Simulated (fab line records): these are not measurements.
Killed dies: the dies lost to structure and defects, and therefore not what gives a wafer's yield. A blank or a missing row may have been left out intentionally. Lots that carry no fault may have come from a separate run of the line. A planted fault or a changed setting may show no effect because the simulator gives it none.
fab line records ; flow sfqLine
record: lots: 13; wafers: 39; lastDay: 87
route steps=325 shown L0@4 L0V@26 M1@59 I1@85
lots with no fault: from the same line, run without faults
startH: the number of hours between the record's first day and the start of the first shown wafer of the lot ; waitH: hours since the lot's step before ; " unchanged from the row above ; L1.1+2: several wafers, shown together as one row ; - no value present, or no start provided ; * or withheld: withheld ; < > ~ a bound
route shown NAME@n: NAME is a module with steps in the file, n the number in the route of the first one ; usual: mean and standard deviation over wafers with no fault ; same: alike in all rows ; chamber/n: place in a boat ; sites: each site's reading ; _std_site: their standard deviation ; _edge_site: outer sites' mean less inner sites' ; radiusMm: how far each site lies from the wafer's centre ; mask NAME#n: copy n ; behind: the last tool/chamber to shape the wafer ; hold: why the lot went on hold/how many hours it stayed there/how the hold came to an end ; device: the transistor (n, p or np) that didn't switch ; end of line: the same wafers' tests at the end of the route ; a step given without rows: its recipe and nothing more ; killed: the dies lost at the first sort to structure and to defects; this is not the yield of the wafer ; map: dies across one wafer; x = killed, . = not, _ = none there
set.NAME: the setting as run; set.NAME@STEP: as run at that earlier step ; model.NAME: the simulator's own value behind a step, which no gauge read
steps of the route over a sample of lots; a table a step, a row a wafer
services: when a tool's chamber went out of use (startH, in hours from the record's first day, below 0 if earlier), for how many hours, and the reason
== steps ==
step: SFQ_L0_RS_MEAS_901
recipe: thkMeasGauge: four-point-probe; reads: MoNx_KI_of_TRILAYER_L0_DEP_SPUTTER_003
usual: L0_MONX_KI_RS: 43.7/0.41
lot.wafer;tool;chamber;startH;waitH;L0_MONX_KI_RS[ohm/sq]
L927.2;filmMetro-02;-;12.58;0.1;43.8
L927.4;filmMetro-02;-;12.58;0.1;44.0
L927.6;filmMetro-02;-;12.58;0.1;43.8
L929.1;filmMetro-02;-;22.56;0.0;44.3
L929.3;filmMetro-02;-;22.56;0.0;44.5
L929.4;filmMetro-02;-;22.56;0.0;44.0
L931.2;filmMetro-04;-;32.58;0.1;43.6
L931.5;filmMetro-04;-;32.58;0.1;43.9
L931.6;filmMetro-04;-;32.58;0.1;44.2
L932.3;filmMetro-01;-;37.60;0.1;43.9
L932.4;filmMetro-01;-;37.60;0.1;43.5
L932.6;filmMetro-01;-;37.60;0.1;44.1
L933.1;filmMetro-01;-;42.56;0.0;43.6
L933.2;filmMetro-01;-;42.56;0.0;43.8
L933.3;filmMetro-01;-;42.56;0.0;43.8
L934.2;filmMetro-04;-;47.58;0.1;43.7
L934.4;filmMetro-04;-;47.58;0.1;43.7
L934.6;filmMetro-04;-;47.58;0.1;44.0
L936.1;filmMetro-02;-;57.56;0.0;44.0
L936.3;filmMetro-02;-;57.56;0.0;44.1
L936.6;filmMetro-02;-;57.56;0.0;43.8
L937.3;filmMetro-02;-;62.60;0.1;44.1
L937.4;filmMetro-02;-;62.60;0.1;43.3
L937.6;filmMetro-02;-;62.60;0.1;43.7
L944.1;filmMetro-01;-;97.56;0.0;44.2
L944.3;filmMetro-01;-;97.56;0.0;44.2
L944.6;filmMetro-01;-;97.56;0.0;44.0
L947.1;filmMetro-02;-;112.56;0.0;43.8
L947.4;filmMetro-02;-;112.56;0.0;43.4
L947.5;filmMetro-02;-;112.56;0.0;43.3
L948.1;filmMetro-01;-;117.56;0.0;43.2
L948.3;filmMetro-01;-;117.56;0.0;42.9
L948.6;filmMetro-01;-;117.56;0.0;43.0
L949.3;filmMetro-01;-;122.60;0.1;43.4
L949.4;filmMetro-01;-;122.60;0.1;43.7
L949.5;filmMetro-01;-;122.60;0.1;43.8
L950.1;filmMetro-01;-;127.56;0.0;43.8
L950.2;filmMetro-01;-;127.56;0.0;43.9
L950.3;filmMetro-01;-;127.56;0.0;44.0
step: SFQ_TRILAYER_L0_VIA_STRIP_STRIP_017
recipe: gas: O2; powerW: 200; platenTempC: 40; overashFraction: 0.65; chemistry: O2; pressureMtorr: 50
usual: drypumpMotorCurrentA: 5.5/0.39; heBacksideLeakSccm: 3.35/0.15; oesProductAu: 0.999/0.0083
lot.wafer;tool;chamber;startH;waitH;drypumpMotorCurrentA;heBacksideLeakSccm;oesProductAu;rfHoursCounterH
L927.2;rieMetal-01;0;68.18;-;5.3;3.38;1.015;60
L927.4;rieMetal-01;0;68.18;-;5.4;3.26;1.006;-
L927.6;rieMetal-01;0;68.18;-;5.4;3.34;1.012;-
L929.1;rieMetal-02;1;74.93;-;5.7;2.99;1.001;11
L929.3;rieMetal-02;1;74.93;-;5.7;2.99;1.007;-
L929.4;rieMetal-02;0;74.93;-;5.5;3.56;0.999;-
L931.2;rieMetal-03;1;92.93;-;6.4;3.40;0.992;175
L931.5;rieMetal-03;1;92.93;-;6.4;3.37;0.988;-
L931.6;rieMetal-03;0;92.93;-;5.1;3.33;0.993;-
L932.3;rieMetal-03;1;97.93;-;6.4;3.40;0.992;-
L932.4;rieMetal-03;0;97.93;-;5.1;3.28;0.996;-
L932.6;rieMetal-03;0;97.93;-;5.1;3.41;1.001;-
L933.1;rieMetal-01;0;98.93;-;5.3;3.11;0.998;66
L933.2;rieMetal-01;1;98.93;-;5.4;3.45;1.003;6
L933.3;rieMetal-01;0;98.93;-;5.3;3.27;1.008;-
L934.2;rieMetal-01;0;103.73;-;5.4;3.43;1.007;67
L934.4;rieMetal-01;0;103.73;-;5.4;3.30;1.005;-
L934.6;rieMetal-01;1;103.73;-;5.4;3.29;1.002;-
L936.1;rieMetal-01;1;112.13;-;5.4;3.40;0.995;9
L936.3;rieMetal-01;0;112.13;-;5.3;3.22;1.006;-
L936.6;rieMetal-01;0;112.13;-;5.4;3.40;1.005;-
L937.3;rieMetal-01;1;115.93;-;5.4;3.41;1.001;-
L937.4;rieMetal-01;0;115.93;-;5.4;3.05;1.008;-
L937.6;rieMetal-01;0;115.93;-;5.3;3.03;0.999;-
L944.1;rieMetal-01;1;146.99;-;5.4;3.20;1.006;15
L944.3;rieMetal-01;1;146.99;-;5.4;3.42;1.003;-
L944.6;rieMetal-01;0;146.99;-;5.3;3.42;1.004;-
L947.1;rieMetal-02;1;164.99;-;5.7;3.02;0.991;27
L947.4;rieMetal-02;1;164.99;-;5.7;3.30;0.988;-
L947.5;rieMetal-02;1;164.99;-;5.7;3.13;0.994;-
L948.1;rieMetal-01;1;168.59;-;5.4;3.43;1.001;19
L948.3;rieMetal-01;0;168.59;-;5.4;3.05;1.003;-
L948.6;rieMetal-01;1;168.59;-;5.4;3.35;1.004;-
L949.3;rieMetal-01;1;173.59;-;5.4;3.28;1.006;-
L949.4;rieMetal-01;1;173.59;-;5.4;3.32;1.000;-
L949.5;rieMetal-01;1;173.59;-;5.4;3.27;1.001;-
L950.1;rieMetal-02;0;175.79;-;5.4;3.51;0.989;192
L950.2;rieMetal-02;1;175.79;-;5.7;3.34;0.989;28
L950.3;rieMetal-02;1;175.79;-;5.7;3.29;0.999;-
step: SFQ_TRILAYER_M1_DEP_SPUTTER_037
recipe: material: Nb; basePressurePa: 1.33e-06; chamberPressurePa: 0.1333; substrateTempC: 20; resputterCathodeVoltageV: 400; targetThkNm: 200; powerW: 2000; timeS: 133.3
usual: throttleValvePct: 30.0/1.2
lot.wafer;tool;chamber;startH;waitH;throttleValvePct
L927.2;pvdSputter-05;-;232.53;0.0;30.4
L927.4;pvdSputter-05;-;232.53;0.0;29.5
L927.6;pvdSputter-05;-;232.53;0.0;29.2
L929.1;pvdSputter-06;-;251.73;0.0;29.4
L929.3;pvdSputter-06;-;251.73;0.0;31.6
L929.4;pvdSputter-06;-;251.73;0.0;30.8
L931.2;pvdSputter-06;-;266.13;0.0;31.4
L931.5;pvdSputter-06;-;266.13;0.0;29.5
L931.6;pvdSputter-06;-;266.13;0.0;31.7
L932.3;pvdSputter-03;-;270.93;0.0;31.6
L932.4;pvdSputter-03;-;270.93;0.0;31.6
L932.6;pvdSputter-03;-;270.93;0.0;27.8
L933.1;pvdSputter-05;-;273.33;0.0;30.1
L933.2;pvdSputter-05;-;273.33;0.0;31.1
L933.3;pvdSputter-05;-;273.33;0.0;30.1
L934.2;pvdSputter-03;-;279.33;0.0;31.9
L934.4;pvdSputter-03;-;279.33;0.0;28.8
L934.6;pvdSputter-03;-;279.33;0.0;31.6
L936.1;pvdSputter-06;-;287.73;0.0;29.1
L936.3;pvdSputter-06;-;287.73;0.0;30.5
L936.6;pvdSputter-06;-;287.73;0.0;31.2
L937.3;pvdSputter-06;-;297.41;0.0;29.0
L937.4;pvdSputter-06;-;297.41;0.0;31.4
L937.6;pvdSputter-06;-;297.41;0.0;30.8
L944.1;pvdSputter-06;-;343.78;0.0;28.8
L944.3;pvdSputter-06;-;343.78;0.0;29.2
L944.6;pvdSputter-06;-;343.78;0.0;29.4
L947.1;pvdSputter-03;-;371.18;0.0;30.5
L947.4;pvdSputter-03;-;371.18;0.0;28.8
L947.5;pvdSputter-03;-;371.18;0.0;31.8
L948.1;pvdSputter-03;-;374.86;0.0;30.5
L948.3;pvdSputter-03;-;374.86;0.0;28.0
L948.6;pvdSputter-03;-;374.86;0.0;28.6
L949.3;pvdSputter-03;-;383.20;0.0;28.6
L949.4;pvdSputter-03;-;383.20;0.0;27.7
L949.5;pvdSputter-03;-;383.20;0.0;28.7
L950.1;pvdSputter-05;-;385.60;0.0;29.4
L950.2;pvdSputter-05;-;385.60;0.0;30.3
L950.3;pvdSputter-05;-;385.60;0.0;30.5
step: SFQ_M1_RS_MEAS_909
recipe: thkMeasGauge: four-point-probe; reads: Nb_of_TRILAYER_M1_DEP_SPUTTER_037
usual: M1_NB_RS: 0.891/0.0098
lot.wafer;tool;chamber;startH;waitH;M1_NB_RS[ohm/sq]
L927.2;filmMetro-03;-;232.64;0.1;0.891
L927.4;filmMetro-03;-;232.64;0.1;0.895
L927.6;filmMetro-03;-;232.64;0.1;0.897
L929.1;filmMetro-03;-;251.82;0.0;0.887
L929.3;filmMetro-03;-;251.82;0.0;0.894
L929.4;filmMetro-03;-;251.82;0.0;0.892
L931.2;filmMetro-01;-;266.24;0.1;0.885
L931.5;filmMetro-01;-;266.24;0.1;0.883
L931.6;filmMetro-01;-;266.24;0.1;0.891
L932.3;filmMetro-01;-;271.06;0.1;0.902
L932.4;filmMetro-01;-;271.06;0.1;0.897
L932.6;filmMetro-01;-;271.06;0.1;0.900
L933.1;filmMetro-03;-;273.42;0.0;0.882
L933.2;filmMetro-03;-;273.42;0.0;0.884
L933.3;filmMetro-03;-;273.42;0.0;0.882
L934.2;filmMetro-02;-;279.44;0.1;0.905
L934.4;filmMetro-02;-;279.44;0.1;0.896
L934.6;filmMetro-02;-;279.44;0.1;0.894
L936.1;filmMetro-03;-;287.82;0.0;0.863
L936.3;filmMetro-03;-;287.82;0.0;0.869
L936.6;filmMetro-03;-;287.82;0.0;0.874
L937.3;filmMetro-02;-;297.54;0.1;0.903
L937.4;filmMetro-02;-;297.54;0.1;0.902
L937.6;filmMetro-02;-;297.54;0.1;0.897
L944.1;filmMetro-02;-;343.87;0.0;0.905
L944.3;filmMetro-02;-;343.87;0.0;0.940
L944.6;filmMetro-02;-;343.87;0.0;0.909
L947.1;filmMetro-02;-;371.27;0.0;0.885
L947.4;filmMetro-02;-;371.27;0.0;0.885
L947.5;filmMetro-02;-;371.27;0.0;0.892
L948.1;filmMetro-02;-;374.95;0.0;0.896
L948.3;filmMetro-02;-;374.95;0.0;0.890
L948.6;filmMetro-02;-;374.95;0.0;0.897
L949.3;filmMetro-01;-;383.33;0.1;0.909
L949.4;filmMetro-01;-;383.33;0.1;0.894
L949.5;filmMetro-01;-;383.33;0.1;0.911
L950.1;filmMetro-02;-;385.69;0.0;0.901
L950.2;filmMetro-02;-;385.69;0.0;0.905
L950.3;filmMetro-02;-;385.69;0.0;0.912
step: SFQ_TRILAYER_M1_ETCH_METAL_ETCH_042
recipe: target: Nb; stopOn: SiO2; maskMaterial: PR; chemistry: Cl2/Ar; targetDepthNm: 240; icpW: 600; biasW: 80; pressureMtorr: 10; timeS: 120
usual: drypumpMotorCurrentA: 5.33/0.26; heBacksideLeakSccm: 3.44/0.2; oesProductAu: 0.894/0.0068
lot.wafer;tool;chamber;startH;waitH;drypumpMotorCurrentA;heBacksideLeakSccm;oesProductAu;rfHoursCounterH
L927.2;rieMetal-02;0;336.99;0.1;5.49;3.51;0.891;-
L927.4;rieMetal-02;0;336.99;0.1;5.46;3.10;0.888;-
L927.6;rieMetal-02;0;336.99;0.1;5.48;3.41;0.893;-
L929.1;rieMetal-01;1;358.29;0.0;5.39;3.46;0.902;54
L929.3;rieMetal-01;1;358.29;0.0;5.38;3.43;0.893;-
L929.4;rieMetal-01;0;358.29;0.0;5.34;3.24;0.892;-
L931.2;rieMetal-04;1;377.51;0.1;5.45;3.51;0.895;54
L931.5;rieMetal-04;1;377.51;0.1;5.46;3.51;0.896;-
L931.6;rieMetal-04;0;377.51;0.1;4.86;3.51;0.902;-
L932.3;rieMetal-01;0;383.53;0.1;5.36;3.50;0.897;-
L932.4;rieMetal-01;1;383.53;0.1;5.40;3.34;0.890;-
L932.6;rieMetal-01;1;383.53;0.1;5.39;3.46;0.884;-
L933.1;rieMetal-04;1;385.91;0.1;5.44;3.48;0.888;55
L933.2;rieMetal-04;0;385.91;0.1;4.87;3.16;0.901;130
L933.3;rieMetal-04;0;385.91;0.1;4.88;3.31;0.896;-
L934.2;rieMetal-04;1;395.49;0.0;5.45;3.54;0.886;57
L934.4;rieMetal-04;1;395.49;0.0;5.46;3.49;0.885;-
L934.6;rieMetal-04;0;395.49;0.0;4.86;3.54;0.884;-
L936.1;rieMetal-02;1;407.49;0.0;5.69;3.80;0.912;71
L936.3;rieMetal-02;0;407.49;0.0;5.49;3.30;0.902;-
L936.6;rieMetal-02;1;407.49;0.0;5.66;3.46;0.900;-
L937.3;rieMetal-04;0;420.42;0.1;4.89;3.54;0.887;-
L937.4;rieMetal-04;1;420.42;0.1;5.45;3.52;0.886;-
L937.6;rieMetal-04;0;420.42;0.1;4.88;3.64;0.898;-
L944.1;rieMetal-02;0;470.33;0.0;5.50;3.41;0.888;45
L944.3;rieMetal-02;0;470.33;0.0;5.46;3.47;0.865;-
L944.6;rieMetal-02;0;470.33;0.0;5.49;3.15;0.882;-
L947.1;rieMetal-04;1;497.58;0.0;5.45;3.56;0.898;76
L947.4;rieMetal-04;0;497.58;0.0;4.86;3.19;0.912;-
L947.5;rieMetal-04;1;497.58;0.0;5.44;3.54;0.893;-
L948.1;rieMetal-02;0;501.18;0.0;5.52;3.40;0.890;50
L948.3;rieMetal-02;1;501.18;0.0;5.66;3.73;0.891;-
L948.6;rieMetal-02;1;501.18;0.0;5.67;3.86;0.888;-
L949.3;rieMetal-01;0;513.12;0.1;5.31;3.25;0.881;-
L949.4;rieMetal-01;0;513.12;0.1;5.34;3.42;0.892;-
L949.5;rieMetal-01;0;513.12;0.1;5.34;4.67;0.893;-
L950.1;rieMetal-04;1;515.38;0.0;5.45;3.45;0.893;80
L950.2;rieMetal-04;0;515.38;0.0;4.88;3.40;0.895;154
L950.3;rieMetal-04;1;515.38;0.0;5.45;3.55;0.881;-
step: SFQ_TRILAYER_I1_VIA_ETCH_VIA_ETCH_052
recipe: target: SiO2; stopOn: Nb; maskMaterial: PR; taperDeg: 20; chemistry: CHF3; targetDepthNm: 260; sourceW: 500; biasW: 80; pressureMtorr: 30; timeS: withheld
usual: drypumpMotorCurrentA: 5.8/0.52; oesProductAu: 0.855/0.0047
lot.wafer;tool;chamber;startH;waitH;drypumpMotorCurrentA;oesProductAu
L927.2;rieDiel-03;1;381.32;0.0;6.5;0.853
L927.4;rieDiel-03;2;381.32;0.0;5.7;0.861
L927.6;rieDiel-03;1;381.32;0.0;6.5;0.850
L929.1;rieDiel-01;2;408.92;0.0;5.9;0.855
L929.3;rieDiel-01;0;408.92;0.0;5.5;0.855
L929.4;rieDiel-01;3;408.92;0.0;5.9;0.850
L931.2;rieDiel-01;0;430.07;0.0;5.5;0.857
L931.5;rieDiel-01;3;430.07;0.0;5.9;0.859
L931.6;rieDiel-01;2;430.07;0.0;5.9;0.853
L932.3;rieDiel-04;3;437.27;0.0;6.2;0.860
L932.4;rieDiel-04;2;437.27;0.0;6.2;0.846
L932.6;rieDiel-04;0;437.27;0.0;6.5;0.863
L933.1;rieDiel-01;3;440.87;0.0;5.9;0.854
L933.2;rieDiel-01;1;440.87;0.0;5.2;0.860
L933.3;rieDiel-01;2;440.87;0.0;5.9;0.863
L934.2;rieDiel-01;3;445.67;0.0;5.9;0.846
L934.4;rieDiel-01;1;445.67;0.0;5.2;0.846
L934.6;rieDiel-01;2;445.67;0.0;5.9;0.855
L936.1;rieDiel-01;3;469.60;0.0;5.9;0.849
L936.3;rieDiel-01;2;469.60;0.0;6.0;0.861
L936.6;rieDiel-01;3;469.60;0.0;5.9;0.857
L937.3;rieDiel-01;1;478.00;0.0;5.1;0.855
L937.4;rieDiel-01;3;478.00;0.0;5.9;0.848
L937.6;rieDiel-01;1;478.00;0.0;5.1;0.856
L944.1;rieDiel-03;3;519.40;0.0;4.8;0.852
L944.3;rieDiel-03;2;519.40;0.0;5.7;0.855
L944.6;rieDiel-03;1;519.40;0.0;6.6;0.854
L947.1;rieDiel-03;1;532.51;0.0;6.5;0.855
L947.4;rieDiel-03;2;532.51;0.0;5.7;0.853
L947.5;rieDiel-03;3;532.51;0.0;4.8;0.859
L948.1;rieDiel-04;0;534.91;0.0;6.6;0.849
L948.3;rieDiel-04;2;534.91;0.0;6.2;0.855
L948.6;rieDiel-04;0;534.91;0.0;6.6;0.848
L949.3;rieDiel-03;3;544.51;0.0;4.7;0.858
L949.4;rieDiel-03;1;544.51;0.0;6.6;0.846
L949.5;rieDiel-03;3;544.51;0.0;4.8;0.850
L950.1;rieDiel-01;1;547.91;0.0;5.1;0.852
L950.2;rieDiel-01;2;547.91;0.0;5.9;0.859
L950.3;rieDiel-01;0;547.91;0.0;5.5;0.847
== services ==
tool;chamber;startH;hours;kind
pvdSputter-03;-;50.85;3.3;repair
rieDiel-01;2;74.93;3.0;repair
rieDiel-01;3;102.93;9.4;repair
pvdSputter-06;-;102.99;14.1;repair
rieDiel-01;0;195.17;4.9;repair
rieMetal-04;0;197.34;3.8;repair
rieMetal-01;1;201.06;4.0;repair
rieDiel-01;3;206.88;4.2;repair
rieMetal-04;-;234.97;1.4;pm
rieMetal-04;-;246.62;0.6;repair
rieMetal-02;-;254.97;2.8;pm
rieDiel-01;2;275.26;24.4;repair
rieDiel-01;0;293.62;14.6;repair
rieMetal-01;0;303.92;1.1;repair
rieMetal-02;1;332.00;11.1;repair
rieMetal-04;1;332.29;11.3;repair
rieMetal-02;0;345.60;3.7;repair
rieMetal-01;-;354.57;0.5;repair
rieDiel-01;0;363.71;10.3;repair
rieMetal-01;-;436.29;0.4;repair
rieMetal-01;-;484.38;0.6;repair
rieDiel-01;1;497.09;33.0;repair
rieMetal-04;-;504.65;2.8;pm
rieMetal-01;1;509.90;7.3;repair
== key ==
firstSign: step: SFQ_M1_RS_MEAS_909; reading: M1_NB_RS; direction: up; sigmas: 5.1; usual: 0.891; struck: 0.940
effect: step: SFQ_TRILAYER_M1_ETCH_METAL_ETCH_042; reading: oesProductAu; direction: down; sigmas: 4.2; usual: 0.894; struck: 0.865
metAt SFQ_TRILAYER_M1_DEP_SPUTTER_037
struckLots L944
struckWafers L944.3
notActingAt SFQ_L0_RS_MEAS_901,SFQ_TRILAYER_L0_VIA_STRIP_STRIP_017,SFQ_TRILAYER_I1_VIA_ETCH_VIA_ETCH_052
onsetBetween 297.41 343.78
fault: kind: processParameterDrift; tool: pvdSputter-06; chamber: -; onsetH: 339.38; steps: SFQ_TRILAYER_M1_DEP_SPUTTER_037; channel: targetThkNm; offset: -7.2433; shape: step; endH: 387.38; scope: struckWafersOnly; actsIn: theseRecipesOnly; stated: 200
